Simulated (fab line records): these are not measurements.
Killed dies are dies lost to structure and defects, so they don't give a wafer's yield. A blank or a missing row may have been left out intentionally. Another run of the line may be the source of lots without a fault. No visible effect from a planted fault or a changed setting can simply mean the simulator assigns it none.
Which tool is to blame? + flow gf180mcu + 24 lots with 72 wafers sampled at 6 steps, on a route of 602 steps

## WHAT THE GAUGES SHOWED, per wafer
GF_HV_LDD_TW_MEAS_11. Usual: HV_LDD_TW typically reads 2405, with standard deviation 27.
| lot  | measured     | on           | HV_LDD_TW      | flag |
|------|--------------|--------------|----------------|------|
| L074 | day 10 00:17 | filmMetro-04 | 2445 2445 2466 |      |
| L075 | day 10 07:55 | filmMetro-02 | 2392 2390 2394 |      |
| L076 | day 10 12:26 | filmMetro-04 | 2442 2447 2456 |      |
| L077 | day 10 20:25 | filmMetro-02 | 2398 2400 2392 |      |
| L078 | day 11 04:08 | filmMetro-04 | 2423 2420 2419 |      |
| L079 | day 11 13:46 | filmMetro-03 | 2386 2384 2392 |      |
| L080 | day 11 21:14 | filmMetro-02 | 2382 2400 2384 |      |
| L081 | day 12 00:53 | filmMetro-03 | 2387 2378 2377 |      |
| L082 | day 12 09:26 | filmMetro-03 | 2395 2384 2395 |      |
| L083 | day 12 16:40 | filmMetro-03 | 2391 2389 2378 |      |
| L084 | day 13 03:59 | filmMetro-03 | 2405 2398 2400 |      |
| L085 | day 13 10:08 | filmMetro-02 | 2385 2375 2369 |      |
| L086 | day 13 16:52 | filmMetro-04 | 2432 2440 2434 |      |
| L087 | day 13 20:49 | filmMetro-02 | 2390 2374 2374 |      |
| L088 | day 14 06:22 | filmMetro-04 | 2439 2450 2453 |      |
| L089 | day 14 15:19 | filmMetro-02 | 2374 2374 2376 |      |
| L090 | day 14 18:31 | filmMetro-04 | 2444 2456 2454 |      |
| L091 | day 15 02:43 | filmMetro-03 | 2389 2415 2398 |      |
| L092 | day 15 15:14 | filmMetro-03 | 2408 2399 2409 |      |
| L093 | day 15 18:14 | filmMetro-02 | 2397 2390 2383 |      |
| L095 | day 16 14:49 | filmMetro-03 | 2416 2406 2402 |      |
| L094 | day 16 15:07 | filmMetro-04 | 2443 2432 2441 |      |
| L096 | day 16 15:10 | filmMetro-02 | 2384 2388 2386 |      |
| L097 | day 17 00:33 | filmMetro-02 | 2388 2383 2389 |      |

GF_SALICIDE_THK_MEAS_05: measures by xrf. Usual: SALICIDE_TIN_THK typically reads 20.18 nm, with standard deviation 0.24.
| lot  | measured     | on           | SALICIDE_TIN_THK (nm) | flag |
|------|--------------|--------------|-----------------------|------|
| L074 | day 15 01:56 | filmMetro-01 | 20.54 20.46 20.57     |      |
| L075 | day 15 12:11 | filmMetro-04 | 19.83 19.90 20.05     |      |
| L076 | day 15 17:29 | filmMetro-04 | 19.97 20.02 19.53     |      |
| L077 | day 16 03:40 | filmMetro-03 | 19.69 19.83 19.81     |      |
| L078 | day 16 11:14 | filmMetro-01 | 19.99 20.16 20.09     |      |
| L079 | day 16 22:13 | filmMetro-03 | 20.50 19.95 20.57     |      |
| L080 | day 17 06:08 | filmMetro-01 | 20.20 20.32 20.44     |      |
| L081 | day 17 13:50 | filmMetro-04 | 20.57 20.38 20.19     |      |
| L082 | day 17 19:47 | filmMetro-03 | 20.03 19.98 20.21     |      |
| L083 | day 18 05:36 | filmMetro-03 | 19.93 20.48 20.07     |      |
| L084 | day 18 19:10 | filmMetro-01 | 20.37 20.43 20.61     |      |
| L085 | day 19 04:47 | filmMetro-01 | 20.61 20.41 20.58     |      |
| L086 | day 19 09:43 | filmMetro-03 | 20.26 20.44 20.08     |      |
| L087 | day 19 16:32 | filmMetro-01 | 20.35 20.31 20.20     |      |
| L088 | day 20 05:17 | filmMetro-01 | 20.43 20.41 20.17     |      |
| L089 | day 20 11:43 | filmMetro-03 | 20.04 19.97 20.20     |      |
| L090 | day 20 16:32 | filmMetro-01 | 20.17 20.17 20.24     |      |
| L091 | day 21 03:18 | filmMetro-03 | 20.16 20.16 20.02     |      |
| L092 | day 21 14:32 | filmMetro-03 | 20.06 19.90 20.15     |      |
| L093 | day 21 20:12 | filmMetro-03 | 19.90 19.95 20.04     |      |
| L095 | day 22 17:28 | filmMetro-03 | 19.98 20.31 20.40     |      |
| L094 | day 22 19:37 | filmMetro-04 | 20.30 20.27 20.16     |      |
| L096 | day 22 20:32 | filmMetro-03 | 20.20 20.37 20.54     |      |
| L097 | day 23 05:09 | filmMetro-04 | 19.87 20.12 20.21     |      |

GF_M2_THK_MEAS_06: measures by xrf. Usual: M2_ALCU_THK typically reads 455 nm, with standard deviation 4.7.
| lot  | measured     | on           | M2_ALCU_THK (nm) | flag |
|------|--------------|--------------|------------------|------|
| L074 | day 18 02:12 | filmMetro-04 | 455 454 455      |      |
| L075 | day 18 10:52 | filmMetro-04 | 453 456 450      |      |
| L076 | day 18 20:16 | filmMetro-01 | 453 460 452      |      |
| L077 | day 19 08:12 | filmMetro-01 | 454 451 450      |      |
| L078 | day 19 16:13 | filmMetro-03 | 457 451 460      |      |
| L079 | day 20 04:32 | filmMetro-01 | 453 448 452      |      |
| L080 | day 20 12:14 | filmMetro-04 | 457 451 457      |      |
| L081 | day 20 20:17 | filmMetro-03 | 459 456 455      |      |
| L082 | day 21 03:34 | filmMetro-01 | 456 455 454      |      |
| L083 | day 21 11:48 | filmMetro-01 | 448 449 447      |      |
| L084 | day 22 00:50 | filmMetro-04 | 451 444 444      |      |
| L085 | day 22 10:48 | filmMetro-01 | 457 464 463      |      |
| L086 | day 22 14:32 | filmMetro-01 | 466 455 467      |      |
| L087 | day 22 22:00 | filmMetro-01 | 454 454 452      |      |
| L088 | day 23 09:48 | filmMetro-03 | 450 451 455      |      |
| L089 | day 23 15:16 | filmMetro-01 | 453 454 451      |      |
| L090 | day 23 19:48 | filmMetro-04 | 456 456 452      |      |
| L091 | day 24 05:30 | filmMetro-01 | 447 450 454      |      |
| L092 | day 24 16:53 | filmMetro-04 | 454 456 456      |      |
| L093 | day 24 20:56 | filmMetro-01 | 458 461 460      |      |
| L095 | day 25 17:28 | filmMetro-01 | 459 462 456      |      |
| L094 | day 25 19:47 | filmMetro-03 | 452 450 449      |      |
| L096 | day 25 20:23 | filmMetro-04 | 457 454 457      |      |
| L097 | day 26 04:50 | filmMetro-01 | 457 462 467      |      |

## EACH LOT AND THE TOOL THAT RAN IT (in order: tool; ch and the chambers of the sampled wafers; start)
| lot  | GF_CONTACT_STRIP_18                 | GF_V1_ETCH_17                                | GF_V1_SPUTTER_22            |
|------|-------------------------------------|----------------------------------------------|-----------------------------|
| L074 | plasmaAsher-04 ch 0,1, day 15 23:50 | rieDiel-03 ch 0,3, day 18 01:10 or earlier   | pvdSputter-04, day 18 01:10 |
| L075 | plasmaAsher-01 ch 0,1, day 16 09:26 | rieDiel-02 ch 1,3, day 18 09:54 or earlier   | pvdSputter-04, day 18 09:54 |
| L076 | plasmaAsher-04 ch 0,1, day 16 16:26 | rieDiel-04 ch 0,1,3, day 18 19:17 or earlier | pvdSputter-02, day 18 19:17 |
| L077 | plasmaAsher-01 ch 1, day 17 03:44   | rieDiel-04 ch 0,3, day 19 07:14 or earlier   | pvdSputter-03, day 19 07:14 |
| L078 | plasmaAsher-03 ch 0,1, day 17 11:26 | rieDiel-02 ch 1,2,3, day 19 15:14 or earlier | pvdSputter-03, day 19 15:14 |
| L079 | plasmaAsher-03 ch 0,1, day 17 22:14 | rieDiel-03 ch 0,1,2, day 20 03:34 or earlier | pvdSputter-03, day 20 03:34 |
| L080 | plasmaAsher-03 ch 0,1, day 18 06:29 | rieDiel-04 ch 0,1,3, day 20 11:15 or earlier | pvdSputter-03, day 20 11:15 |
| L081 | plasmaAsher-01 ch 0,1, day 18 14:44 | rieDiel-03 ch 1,2, day 20 19:17 or earlier   | pvdSputter-04, day 20 19:17 |
| L082 | plasmaAsher-04 ch 0,1, day 18 22:23 | rieDiel-04 ch 1,2,3, day 21 02:36 or earlier | pvdSputter-03, day 21 02:36 |
| L083 | plasmaAsher-03 ch 0,1, day 19 06:59 | rieDiel-02 ch 0,2,3, day 21 10:50 or earlier | pvdSputter-04, day 21 10:50 |
| L084 | plasmaAsher-01 ch 0,1, day 19 20:43 | rieDiel-04 ch 0,2, day 21 23:50 or earlier   | pvdSputter-03, day 21 23:50 |
| L085 | plasmaAsher-01 ch 0,1, day 20 06:47 | rieDiel-03 ch 0,2,3, day 22 09:49 or earlier | pvdSputter-03, day 22 09:49 |
| L086 | plasmaAsher-04 ch 0,1, day 20 11:04 | rieDiel-04 ch 0,1,2, day 22 13:34 or earlier | pvdSputter-03, day 22 13:34 |
| L087 | plasmaAsher-01 ch 0,1, day 20 18:13 | rieDiel-04 ch 0,2, day 22 21:02 or earlier   | pvdSputter-02, day 22 21:02 |
| L088 | plasmaAsher-03 ch 0,1, day 21 06:55 | rieDiel-04 ch 0,2,3, day 23 08:49 or earlier | pvdSputter-04, day 23 08:49 |
| L089 | plasmaAsher-04 ch 0,1, day 21 12:20 | rieDiel-02 ch 0,1,3, day 23 14:17 or earlier | pvdSputter-02, day 23 14:17 |
| L090 | plasmaAsher-03 ch 0,1, day 21 17:38 | rieDiel-02 ch 0,1,3, day 23 18:50 or earlier | pvdSputter-03, day 23 18:50 |
| L091 | plasmaAsher-04 ch 0,1, day 22 03:59 | rieDiel-02 ch 0,2,3, day 24 04:32 or earlier | pvdSputter-02, day 24 04:32 |
| L092 | plasmaAsher-03 ch 0,1, day 22 15:19 | rieDiel-04 ch 0,3, day 24 15:53 or earlier   | pvdSputter-04, day 24 15:53 |
| L093 | plasmaAsher-03 ch 0,1, day 22 20:49 | rieDiel-04 ch 0,3, day 24 19:56 or earlier   | pvdSputter-02, day 24 19:56 |
| L095 | plasmaAsher-04 ch 0,1, day 23 17:08 | rieDiel-02 ch 0,1,2, day 25 16:29 or earlier | pvdSputter-03, day 25 16:29 |
| L094 | plasmaAsher-03 ch 0,1, day 23 19:32 | rieDiel-02 ch 2,3, day 25 18:41 or earlier   | pvdSputter-03, day 25 18:41 |
| L096 | plasmaAsher-01 ch 0,1, day 23 20:25 | rieDiel-04 ch 0,2,3, day 25 19:15 or earlier | pvdSputter-02, day 25 19:15 |
| L097 | plasmaAsher-01 ch 0,1, day 24 04:43 | rieDiel-02 ch 0,1, day 26 03:50 or earlier   | pvdSputter-02, day 26 03:50 |
- GF_CONTACT_STRIP_18: strips in O2/N2.
- GF_V1_ETCH_17: etches SiO2 in C4F8/O2/Ar, stops on TiN, target depth 630 nm.
- GF_V1_SPUTTER_22: material TiN, target thk 10 nm, time 40 s.

## WHAT THE TOOLS THEMSELVES READ (means of the sampled wafers that have a number; where no wafer has one, the mark that the record gives instead)
GF_CONTACT_STRIP_18. Usual: drypumpMotorCurrentA 5.6 A, standard deviation 0.51; heaterPowerW 347 W, standard deviation 32; oesProductAu 0.580 a.u., standard deviation 0.0047.
| lot  | tool           | drypumpMotorCurrentA (A) | heaterPowerW (W) | oesProductAu (a.u.) | flag |
|------|----------------|--------------------------|------------------|---------------------|------|
| L074 | plasmaAsher-04 | 6.1                      | 318              | 0.573               |      |
| L075 | plasmaAsher-01 | 5.7                      | 338              | 0.581               |      |
| L076 | plasmaAsher-04 | 6.1                      | 315              | 0.581               |      |
| L077 | plasmaAsher-01 | 6.1                      | 352              | 0.581               |      |
| L078 | plasmaAsher-03 | 5.4                      | 390              | 0.581               |      |
| L079 | plasmaAsher-03 | 5.4                      | 381              | 0.588               |      |
| L080 | plasmaAsher-03 | 5.4                      | 385              | 0.577               |      |
| L081 | plasmaAsher-01 | 5.7                      | 342              | 0.579               |      |
| L082 | plasmaAsher-04 | 5.7                      | 308              | 0.585               |      |
| L083 | plasmaAsher-03 | 5.6                      | 379              | 0.579               |      |
| L084 | plasmaAsher-01 | 5.7                      | 334              | 0.586               |      |
| L085 | plasmaAsher-01 | 5.4                      | 331              | 0.580               |      |
| L086 | plasmaAsher-04 | 5.6                      | 313              | 0.579               |      |
| L087 | plasmaAsher-01 | 5.4                      | 332              | 0.584               |      |
| L088 | plasmaAsher-03 | 5.4                      | 388              | 0.583               |      |
| L089 | plasmaAsher-04 | 6.1                      | 319              | 0.577               |      |
| L090 | plasmaAsher-03 | 5.6                      | 377              | 0.582               |      |
| L091 | plasmaAsher-04 | 6.1                      | 318              | 0.585               |      |
| L092 | plasmaAsher-03 | 5.4                      | 390              | 0.576               |      |
| L093 | plasmaAsher-03 | 5.4                      | 387              | 0.581               |      |
| L095 | plasmaAsher-04 | 5.6                      | 312              | 0.579               |      |
| L094 | plasmaAsher-03 | 5.6                      | 378              | 0.577               |      |
| L096 | plasmaAsher-01 | 5.4                      | 328              | 0.576               |      |
| L097 | plasmaAsher-01 | 5.7                      | 343              | 0.577               |      |

GF_V1_ETCH_17. Usual: oesProductAu reads 0.856 a.u. (standard deviation 0.0047).
| lot  | tool       | oesProductAu (a.u.) | flag |
|------|------------|---------------------|------|
| L074 | rieDiel-03 | 0.858               |      |
| L075 | rieDiel-02 | 0.850               |      |
| L076 | rieDiel-04 | 0.857               |      |
| L077 | rieDiel-04 | 0.857               |      |
| L078 | rieDiel-02 | 0.857               |      |
| L079 | rieDiel-03 | 0.855               |      |
| L080 | rieDiel-04 | 0.852               |      |
| L081 | rieDiel-03 | 0.862               |      |
| L082 | rieDiel-04 | 0.858               |      |
| L083 | rieDiel-02 | 0.857               |      |
| L084 | rieDiel-04 | 0.860               |      |
| L085 | rieDiel-03 | 0.856               |      |
| L086 | rieDiel-04 | 0.858               |      |
| L087 | rieDiel-04 | 0.860               |      |
| L088 | rieDiel-04 | 0.859               |      |
| L089 | rieDiel-02 | 0.856               |      |
| L090 | rieDiel-02 | 0.855               |      |
| L091 | rieDiel-02 | 0.859               |      |
| L092 | rieDiel-04 | 0.852               |      |
| L093 | rieDiel-04 | 0.860               |      |
| L095 | rieDiel-02 | 0.852               |      |
| L094 | rieDiel-02 | 0.856               |      |
| L096 | rieDiel-04 | 0.856               |      |
| L097 | rieDiel-02 | 0.859               |      |

GF_V1_SPUTTER_22. Usual: throttleValvePct reads 30.0 % (standard deviation 1.4).
| lot  | tool          | throttleValvePct (%) | flag |
|------|---------------|----------------------|------|
| L074 | pvdSputter-04 | 30.5                 |      |
| L075 | pvdSputter-04 | 30.5                 |      |
| L076 | pvdSputter-02 | 30.8                 |      |
| L077 | pvdSputter-03 | 29.7                 |      |
| L078 | pvdSputter-03 | 28.8                 |      |
| L079 | pvdSputter-03 | 29.5                 |      |
| L080 | pvdSputter-03 | 29.3                 |      |
| L081 | pvdSputter-04 | 29.8                 |      |
| L082 | pvdSputter-03 | 29.0                 |      |
| L083 | pvdSputter-04 | 30.4                 |      |
| L084 | pvdSputter-03 | 28.7                 |      |
| L085 | pvdSputter-03 | 29.3                 |      |
| L086 | pvdSputter-03 | 29.6                 |      |
| L087 | pvdSputter-02 | 31.2                 |      |
| L088 | pvdSputter-04 | 29.6                 |      |
| L089 | pvdSputter-02 | 30.4                 |      |
| L090 | pvdSputter-03 | 30.2                 |      |
| L091 | pvdSputter-02 | 30.9                 |      |
| L092 | pvdSputter-04 | 31.1                 |      |
| L093 | pvdSputter-02 | 31.5                 |      |
| L095 | pvdSputter-03 | 29.4                 |      |
| L094 | pvdSputter-03 | 29.0                 |      |
| L096 | pvdSputter-02 | 31.2                 |      |
| L097 | pvdSputter-02 | 30.7                 |      |

## THE ANSWER, worked out from the rows above alone
Rule: lot off if the mean of its wafers having a number is beyond 3 standard deviations from the usual mean. A lot without any number at a reading at which 4 lots or more have one is off too. Where the step has rows for the other lots, those lots are counted as sound. After the gauges, taken in route order, come the tools' own readings; for these a lot's mean is taken, as printed above. The first step at which some lot is off is used, and at that step the reading that is off furthest; a lot without a number counts as furthest.
No lot is off on any of the readings shown, so nothing can be concluded from this.

## WHAT THE SIMULATOR PUT IN
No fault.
